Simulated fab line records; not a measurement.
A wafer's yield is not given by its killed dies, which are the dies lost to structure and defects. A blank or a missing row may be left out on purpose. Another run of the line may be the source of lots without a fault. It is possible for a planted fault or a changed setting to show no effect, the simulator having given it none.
fab line records | flow sky130
[record] lots = 12 wafers = 36 last_day = 50
route steps=708 shown SONOS_ONO@185 GATE_OXIDE@203 POLY_GATE@218 PAD_OPEN@708
lots with no fault: from the same line, run without faults
start_h: hours from the record's first day to the start of the lot's first wafer shown | wait_h: how many hours have passed since the lot's step before this one | " as in the row above | L1.1+2: a single row standing in for several wafers | - no value, or no start was given | * or withheld: withheld | < > ~ a bound
route shown NAME@n: names a module that has steps shown in the file, with the first one's number in the route | usual: mean/standard deviation taken from wafers without a fault | same: alike in all rows | chamber/n: place in a boat | sites: readings site by site | _std_site: the values' standard deviation | _edge_site: inner sites' mean taken away from outer sites' mean | radius_mm: how far each site lies from the wafer's centre | mask NAME#n: copy n | behind: the tool/chamber that last shaped the wafer | hold: what put the lot on hold/how long, in hours/how the hold closed | device: names the non-switching transistor (n, p or np) | end of line: tests of these same wafers at the route's end | a step without rows: its recipe alone | killed: at the first sort, the dies lost to defects and structure; wafer yield is something else | map: dies across one wafer; x = killed, . = not, _ = none there
set.NAME: the run value of the setting; set.NAME@STEP: its run value at that earlier step | model.NAME: the simulator's own value behind a step, which no gauge read
a sample of lots followed through the steps of the route, with each step as a table and each wafer as a row
services: when a tool's chamber went out of use (start_h, in hours from the record's first day, below 0 if earlier), for how many hours, and the reason
[[steps]]
[step SKY_SONOS_ONO_STRIP_17]
[recipe] chemistry = O2/N2 power_w = 1400 pressure_mtorr = 1500 platen_temp_c = withheld o2_flow_sccm = 3000 n2_flow_sccm = 300 overash_fraction = 0.5
[usual] drypump_motor_current_A = 5.9/0.47 n2_flow_sccm = 299.9/0.94 oes_product_au = 0.710/0.0043 strip_time_to_endpoint_s = 14.09/0.039
// columns lot.wafer tool chamber start_h wait_h drypump_motor_current_A n2_flow_sccm oes_product_au rf_hours_counter_h strip_time_to_endpoint_s
L671.1 plasma_asher-03 1 292.87 0.0 5.3 299.8 0.709 63 14.10
L671.4 " 1 " " 5.3 299.2 0.714 - 14.09
L671.6 " 1 " " 5.3 300.8 0.700 - 14.07
L673.1 plasma_asher-04 1 307.02 0.0 6.1 299.3 0.710 57 14.00
L673.5 " 1 " " 6.1 299.2 0.711 - 13.99
L673.6 " 0 " " 5.7 300.0 0.715 - 14.02
L674.1 plasma_asher-04 1 318.87 0.0 6.1 299.9 0.712 58 14.15
L674.4 " 1 " " 6.1 299.5 0.712 - 14.11
L674.6 " 1 " " 6.1 300.1 0.719 - 14.10
L676.2 plasma_asher-01 1 330.32 0.0 5.8 299.3 0.714 22 14.07
L676.3 " 1 " " 5.8 299.7 0.712 - 14.05
L676.6 " 0 " " 6.7 301.3 0.708 - 14.07
L681.3 plasma_asher-03 1 366.40 0.0 5.3 298.1 0.714 - 14.09
L681.4 " 0 " " 5.6 300.5 0.704 - 14.04
L681.6 " 0 " " 5.6 299.1 0.707 - 14.06
L683.3 plasma_asher-03 0 393.05 0.0 5.6 299.9 0.714 - 14.06
L683.5 " 1 " " 5.3 299.6 0.710 - 14.05
L683.6 " 0 " " 5.6 300.5 0.714 - 14.06
L684.1 plasma_asher-03 0 398.72 0.0 5.6 299.4 0.704 73 14.07
L684.5 " 1 " " 5.3 301.2 0.710 - 14.08
L684.6 " 0 " " 5.6 299.4 0.709 - 14.13
L686.2 plasma_asher-04 1 417.07 0.0 6.1 299.3 0.709 67 14.04
L686.3 " 0 " " 5.7 300.0 0.716 - 14.07
L686.5 " 1 " " 6.1 297.7 0.712 - 14.05
L688.4 plasma_asher-01 0 431.76 0.0 6.7 299.1 0.709 - 14.16
L688.5 " 1 " " 5.8 300.7 0.703 - 14.14
L688.6 " 0 " " 6.7 298.9 0.710 - 14.14
L691.3 plasma_asher-01 1 460.45 0.0 5.8 299.8 0.708 - 14.09
L691.4 " 0 " " 6.7 298.8 0.708 - 14.08
L691.6 " 0 " " 6.7 300.1 0.709 - 14.06
L693.2 plasma_asher-03 1 469.97 0.0 5.3 299.0 0.711 4 14.06
L693.3 " 1 " " 5.3 299.1 0.703 - 14.07
L693.5 " 0 " " 5.6 299.4 0.711 - 14.08
L692.2 plasma_asher-01 1 470.02 0.0 5.8 298.6 0.700 36 14.13
L692.5 " 1 " " 5.8 299.4 0.707 - 14.14
L692.6 " 0 " " 6.8 300.9 0.708 - 14.11
[step SKY_GATE_OXIDE_OXIDATION_16]
[recipe] temp_c = 800 ambient = O2 idle_temp_c = 700 ramp_up_c_per_min = 10 ramp_down_c_per_min = 3 stabilise_s = 600 purge_s = 300 target_thk_a = 35.7 ox_time_s = 1915
[usual] spike_tc_bottom_C = 821.6/1.2 spike_tc_centre_C = 800.3/1 spike_tc_lower_C = 801.1/1.2 spike_tc_top_C = 816.2/2.3 spike_tc_upper_C = 799.3/1.5 tube_center_temp_C = 800/0.07 tube_center_temp_C_max = 802.1/0.33
[same] stabilise_s = 600
// columns lot.wafer tool chamber start_h wait_h spike_tc_bottom_C spike_tc_centre_C spike_tc_lower_C spike_tc_top_C spike_tc_upper_C tube_center_temp_C tube_center_temp_C_max
L671.1 furnace-01 0 320.96 0.7 820.8 800.2 800.8 817.5 799.0 800.19 802.2
L671.4 " 0 " " 821.0 799.2 801.5 815.0 798.6 799.97 802.3
L671.6 " 0 " " 820.5 802.2 801.8 814.9 797.2 799.92 802.0
L673.1 furnace-01 0 335.91 0.3 820.3 800.8 800.7 814.7 799.9 800.09 801.6
L673.5 " 0 " " 821.4 801.1 801.1 814.9 799.9 800.05 801.8
L673.6 " 0 " " 820.5 800.7 799.7 816.2 798.7 800.02 801.7
L674.1 furnace-01 0 347.45 0.0 822.4 798.7 802.9 815.5 799.2 799.94 802.9
L674.4 " 0 " " 822.2 799.8 802.2 815.8 800.3 799.93 802.0
L674.6 " 0 " " 821.2 801.0 801.6 812.6 799.1 799.9 802.1
L676.2 furnace-01 0 360.05 0.0 821.4 800.9 801.6 815.3 797.9 799.99 801.8
L676.3 " 0 " " 822.3 799.3 800.9 814.2 799.0 800.02 802.1
L676.6 " 0 " " 821.6 798.8 801.5 815.9 798.7 799.91 801.6
L681.3 furnace-01 0 398.69 1.2 820.9 799.5 802.2 814.5 800.2 799.93 801.5
L681.4 " 0 " " 821.4 800.2 800.9 814.7 799.2 799.96 801.8
L681.6 " 0 " " 820.1 798.3 801.6 813.8 798.4 799.92 801.9
L683.3 furnace-01 0 427.83 2.5 809.0 787.3 789.4 800.9 785.6 787.88 790.1
L683.5 " 0 " " 808.8 788.8 790.4 800.7 787.3 787.94 789.7
L683.6 " 0 " " 808.9 787.9 787.7 803.4 786.2 788.03 789.9
L684.1 furnace-01 0 433.39 1.1 810.4 787.0 789.3 803.7 785.7 788.15 790.2
L684.5 " 0 " " 808.4 788.6 790.5 804.1 786.5 787.95 789.7
L684.6 " 0 " " 809.6 787.0 788.9 803.2 784.4 788.06 789.9
L686.2 furnace-02 0 455.51 6.5 823.5 799.4 801.3 820.2 801.5 800.04 801.9
L686.3 " 0 " " 823.1 801.3 801.1 819.6 801.8 800.05 802.0
L686.5 " 0 " " 823.9 800.4 801.0 818.5 799.4 799.94 802.4
L688.4 furnace-02 0 466.18 1.2 821.7 801.6 800.7 819.1 800.6 800.05 802.0
L688.5 " 0 " " 821.9 799.2 799.8 817.8 800.8 800.07 802.6
L688.6 " 0 " " 822.7 802.5 800.1 816.9 800.9 800.09 802.5
L691.3 furnace-01 0 494.25 0.7 820.2 800.9 800.7 814.3 800.5 799.96 802.0
L691.4 " 0 " " 821.2 799.6 801.8 816.1 798.1 799.95 802.3
L691.6 " 0 " " 821.9 801.1 801.3 815.8 797.5 800.04 803.2
L693.2 furnace-01 0 502.50 0.0 822.3 799.4 800.9 813.7 798.8 800.01 802.0
L693.3 " 0 " " 822.7 798.3 801.5 816.5 798.6 799.91 802.6
L693.5 " 0 " " 820.8 801.0 801.3 813.7 797.3 800 801.9
L692.2 furnace-01 0 504.03 1.5 820.6 800.6 800.9 815.5 796.8 800.15 803.2
L692.5 " 0 " " 821.0 800.2 803.0 815.3 797.9 800.09 801.7
L692.6 " 0 " " 821.0 800.1 801.2 815.1 798.3 799.96 802.0
[step SKY_POLY_GATE_THK_MEAS_04]
[recipe] reads = Si3N4_of_POLY_GATE_CVD_03
[usual] POLY_GATE_CVD_03_THK = 74.5/0.79
// columns lot.wafer tool chamber start_h wait_h POLY_GATE_CVD_03_THK[nm]
L671.1 film_metro-02 - 351.73 0.0 73.5
L671.4 " - " " 73.9
L671.6 " - " " 73.7
L673.1 film_metro-02 - 368.13 0.0 75.9
L673.5 " - " " 76.1
L673.6 " - " " 76.5
L674.1 film_metro-04 - 379.87 0.0 74.0
L674.4 " - " " 74.3
L674.6 " - " " 74.8
L676.2 film_metro-03 - 393.13 0.0 75.9
L676.3 " - " " 75.4
L676.6 " - " " 75.0
L681.3 film_metro-04 - 433.65 0.1 74.9
L681.4 " - " " 75.2
L681.6 " - " " 74.6
L683.3 film_metro-02 - 463.25 0.0 74.7
L683.5 " - " " 74.8
L683.6 " - " " 75.6
L684.1 film_metro-04 - 467.88 0.0 74.1
L684.5 " - " " 74.1
L684.6 " - " " 74.5
L686.2 film_metro-04 - 491.53 0.0 73.2
L686.3 " - " " 73.7
L686.5 " - " " 73.5
L688.4 film_metro-03 - 500.81 0.0 74.1
L688.5 " - " " 73.9
L688.6 " - " " 74.1
L691.3 film_metro-04 - 528.97 0.0 74.8
L691.4 " - " " 74.5
L691.6 " - " " 74.7
L693.2 film_metro-02 - 537.93 0.0 74.1
L693.3 " - " " 74.0
L693.5 " - " " 73.3
L692.2 film_metro-04 - 540.34 0.0 74.6
L692.5 " - " " 74.7
L692.6 " - " " 74.3
[step SKY_POLY_GATE_CD_MEAS_13]
[recipe] target_cd_nm = 150
[usual] cd_nm = 149.6/1.6
// columns lot.wafer tool chamber start_h wait_h cd_nm
L671.1 cd_sem-01 - 379.41 - 150.4
L671.4 " - " " 150.5
L671.6 " - " " 150.4
L673.1 cd_sem-01 - 396.68 - 150.7
L673.5 " - " " 148.7
L673.6 " - " " 148.5
L674.1 cd_sem-02 - 408.98 - 152.2
L674.4 " - " " 149.1
L674.6 " - " " 150.7
L676.2 cd_sem-01 - 423.63 - 150.0
L676.3 " - " " 148.2
L676.6 " - " " 148.4
L681.3 cd_sem-01 - 464.20 - 151.4
L681.4 " - " " 151.9
L681.6 " - " " 152.0
L683.3 cd_sem-02 - 493.50 - 150.7
L683.5 " - " " 152.7
L683.6 " - " " 150.1
L684.1 cd_sem-02 - 498.25 - 151.1
L684.5 " - " " 150.0
L684.6 " - " " 149.9
L686.2 cd_sem-01 - 521.62 - 146.6
L686.3 " - " " 146.7
L686.5 " - " " 146.6
L688.4 cd_sem-01 - 530.76 - 150.1
L688.5 " - " " 148.0
L688.6 " - " " 149.1
L691.3 cd_sem-01 - 558.29 - 148.8
L691.4 " - " " 148.6
L691.6 " - " " 149.6
L693.2 cd_sem-01 - 568.12 - 152.4
L693.3 " - " " 152.1
L693.5 " - " " 152.2
L692.2 cd_sem-01 - 570.85 - 149.4
L692.5 " - " " 148.9
L692.6 " - " " 149.5
[step SKY_PAD_OPEN_PROBE_99]
[usual] killed_at_M0_to_M3 = 44/7.2 killed_at_M4_up = 2.9/1.8 killed_at_contacts = 24/5.6 killed_at_front_end = 15/4.2 killed_at_other = 0.4/0.71 killed_dies = 86/9.2 killed_open = 47/7.2 killed_short = 39/5.7
[same] gross_dies = 492 killed_at_back_side = 0
// columns lot.wafer tool chamber start_h wait_h killed_at_M0_to_M3 killed_at_M4_up killed_at_contacts killed_at_front_end killed_at_other killed_dies killed_open killed_short
L673.1 prober-01 - 1095.48 0.1 45 5 18 19 0 87 51 35
L673.5 prober-01 - 1095.68 0.2 34 1 31 11 1 78 44 34
L673.6 prober-01 - 1095.73 0.2 41 0 19 16 0 76 41 35
L674.1 prober-02 - 1105.06 0.1 46 2 24 13 0 85 36 49
L674.4 prober-02 - 1105.21 0.2 52 3 26 16 0 97 46 51
L674.6 prober-02 - 1105.31 0.2 41 1 34 19 0 95 52 43
L683.3 prober-01 - 1160.45 0.2 43 3 34 18 0 98 62 36
L683.5 prober-01 - 1160.55 0.2 48 3 21 13 1 86 41 45
L683.6 prober-01 - 1160.60 0.2 45 4 21 16 0 86 51 35
L684.1 prober-02 - 1163.53 0.1 28 5 24 16 0 73 38 34
L684.5 prober-02 - 1163.73 0.2 41 2 23 21 0 87 47 39
L684.6 prober-02 - 1163.78 0.2 48 3 17 17 0 85 47 38
L693.2 prober-02 - 1198.23 0.1 42 6 20 10 0 78 45 33
L693.3 prober-02 - 1198.28 0.2 42 3 27 14 0 86 45 41
L693.5 prober-02 - 1198.38 0.2 41 3 23 17 0 84 44 40
// killed by level:class
L673.1 VIA2:geometric_particle:open=9 VIA1:geometric_particle:open=8 VIA3:geometric_particle:open=7 CONTACT:geometric_particle:open=6 POLY_GATE:geometric_particle:open=5 LI_CONTACT:geometric_particle:open=5 FIELD_ISO:geometric_particle:short=4 METAL3:geometric_particle:short=4
L673.5 CONTACT:geometric_particle:open=14 LOCAL_INTERCONNECT:geometric_particle:short=7 VIA2:geometric_particle:open=7 VIA1:geometric_particle:open=6 METAL2:geometric_particle:short=5 FIELD_ISO:geometric_particle:open=4 LI_CONTACT:geometric_particle:open=4 METAL3:geometric_particle:short=4
L673.6 VIA3:geometric_particle:open=12 LI_CONTACT:geometric_particle:open=8 VIA1:geometric_particle:short=8 POLY_GATE:geometric_particle:short=7 VIA1:geometric_particle:open=7 METAL1:geometric_particle:short=4 POLY_GATE:geometric_particle:open=3 LI_CONTACT:geometric_particle:short=3
L674.1 LI_CONTACT:geometric_particle:open=9 VIA1:geometric_particle:short=8 METAL2:geometric_particle:short=7 CONTACT:geometric_particle:short=6 VIA1:geometric_particle:open=6 METAL3:geometric_particle:short=6 POLY_GATE:geometric_particle:open=5 POLY_GATE:geometric_particle:short=5
L674.4 VIA1:geometric_particle:open=14 CONTACT:geometric_particle:open=12 VIA1:geometric_particle:short=9 METAL2:geometric_particle:short=6 CONTACT:geometric_particle:short=5 METAL1:geometric_particle:short=5 VIA3:geometric_particle:open=5 POLY_GATE:geometric_particle:open=4
L674.6 VIA1:geometric_particle:open=16 CONTACT:geometric_particle:short=13 CONTACT:geometric_particle:open=13 LI_CONTACT:geometric_particle:open=7 METAL1:geometric_particle:short=6 FIELD_ISO:geometric_particle:short=5 FIELD_ISO:geometric_particle:open=5 VIA2:geometric_particle:open=5
L683.3 LI_CONTACT:geometric_particle:open=14 CONTACT:geometric_particle:open=10 VIA1:geometric_particle:open=10 VIA1:geometric_particle:short=8 VIA2:geometric_particle:open=7 METAL1:geometric_particle:short=5 VIA3:geometric_particle:open=4 FIELD_ISO:geometric_particle:short=4
L683.5 METAL2:geometric_particle:short=8 VIA3:geometric_particle:open=8 VIA2:geometric_particle:open=7 VIA1:geometric_particle:open=6 METAL1:geometric_particle:short=6 POLY_GATE:geometric_particle:short=5 LI_CONTACT:geometric_particle:open=5 LOCAL_INTERCONNECT:geometric_particle:short=5
L683.6 VIA1:geometric_particle:open=12 VIA1:geometric_particle:short=9 VIA3:geometric_particle:open=8 VIA2:geometric_particle:open=7 LI_CONTACT:geometric_particle:open=6 CONTACT:geometric_particle:open=6 FIELD_ISO:geometric_particle:short=4 FIELD_ISO:geometric_particle:open=4
L684.1 CONTACT:geometric_particle:open=9 METAL2:geometric_particle:short=6 LI_CONTACT:geometric_particle:open=5 LOCAL_INTERCONNECT:geometric_particle:short=5 VIA3:geometric_particle:open=5 FIELD_ISO:geometric_particle:open=4 METAL1:geometric_particle:short=4 VIA1:geometric_particle:open=4
L684.5 CONTACT:geometric_particle:open=10 VIA1:geometric_particle:open=9 METAL1:geometric_particle:short=9 FIELD_ISO:geometric_particle:open=8 LI_CONTACT:geometric_particle:open=6 VIA1:geometric_particle:short=5 METAL2:geometric_particle:short=5 VIA2:geometric_particle:open=4
L684.6 VIA1:geometric_particle:open=12 VIA3:geometric_particle:open=10 FIELD_ISO:geometric_particle:short=7 LI_CONTACT:geometric_particle:open=6 CONTACT:geometric_particle:open=6 METAL1:geometric_particle:short=6 FIELD_ISO:geometric_particle:open=5 VIA1:geometric_particle:short=4
L693.2 VIA3:geometric_particle:open=10 CONTACT:geometric_particle:open=8 VIA1:geometric_particle:open=7 VIA2:geometric_particle:open=6 METAL1:geometric_particle:short=5 METAL4:geometric_particle:short=5 POLY_GATE:geometric_particle:short=4 LI_CONTACT:geometric_particle:open=4
L693.3 VIA3:geometric_particle:open=11 CONTACT:geometric_particle:open=10 CONTACT:geometric_particle:short=7 METAL1:geometric_particle:short=7 POLY_GATE:geometric_particle:open=5 LI_CONTACT:geometric_particle:open=5 METAL2:geometric_particle:short=5 VIA2:geometric_particle:short=4
L693.5 VIA3:geometric_particle:open=9 CONTACT:geometric_particle:open=9 FIELD_ISO:geometric_particle:short=6 VIA1:geometric_particle:open=6 LI_CONTACT:geometric_particle:short=5 POLY_GATE:geometric_particle:short=4 LI_CONTACT:geometric_particle:open=4 VIA2:geometric_particle:open=4
[[services]]
// columns tool chamber start_h hours kind
plasma_asher-04 - 287.35 3.8 repair
plasma_asher-01 - 309.62 1.1 repair
furnace-01 - 372.45 2.6 pm
plasma_asher-04 - 383.45 2.8 pm
plasma_asher-03 - 396.44 2.1 repair
plasma_asher-01 - 409.16 1.8 repair
furnace-02 - 410.29 3.9 pm
plasma_asher-03 - 421.25 9.0 pm
plasma_asher-03 0 421.25 9.0 vent_cycle
plasma_asher-03 1 421.25 9.0 vent_cycle
furnace-02 - 426.75 3.1 pm
plasma_asher-03 0 430.25 - clean
plasma_asher-03 1 430.25 - clean
furnace-01 - 440.87 15.5 pm
furnace-02 - 481.27 29.9 repair
[[key]]
[first_sign] step = SKY_GATE_OXIDE_OXIDATION_16 reading = tube_center_temp_C direction = down sigmas = 99+ usual = * struck = *
[effect] step = SKY_GATE_OXIDE_OXIDATION_16 reading = tube_center_temp_C_max direction = down sigmas = 37 usual = * struck = *
met_at SKY_GATE_OXIDE_OXIDATION_16
struck_lots L683,L684
tester_left_out L683,L684
not_acting_at SKY_SONOS_ONO_STRIP_17,SKY_POLY_GATE_THK_MEAS_04,SKY_POLY_GATE_CD_MEAS_13
onset_between 398.69 427.83
[fault] kind = process_parameter_drift tool = furnace-01 chamber = - onset_h = 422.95 steps = SKY_GATE_OXIDE_OXIDATION_16 channel = temp_c offset = * shape = step end_h = 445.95 acts_in = * stated = *
// tester_left_out: of these lots the tester's yield and bins aren't shown, on N5 and GAA mostly nor the transistor test; their killed dies are dies lost to structure and defects alone, not to doping, threshold or leakage, so they don't give the yield
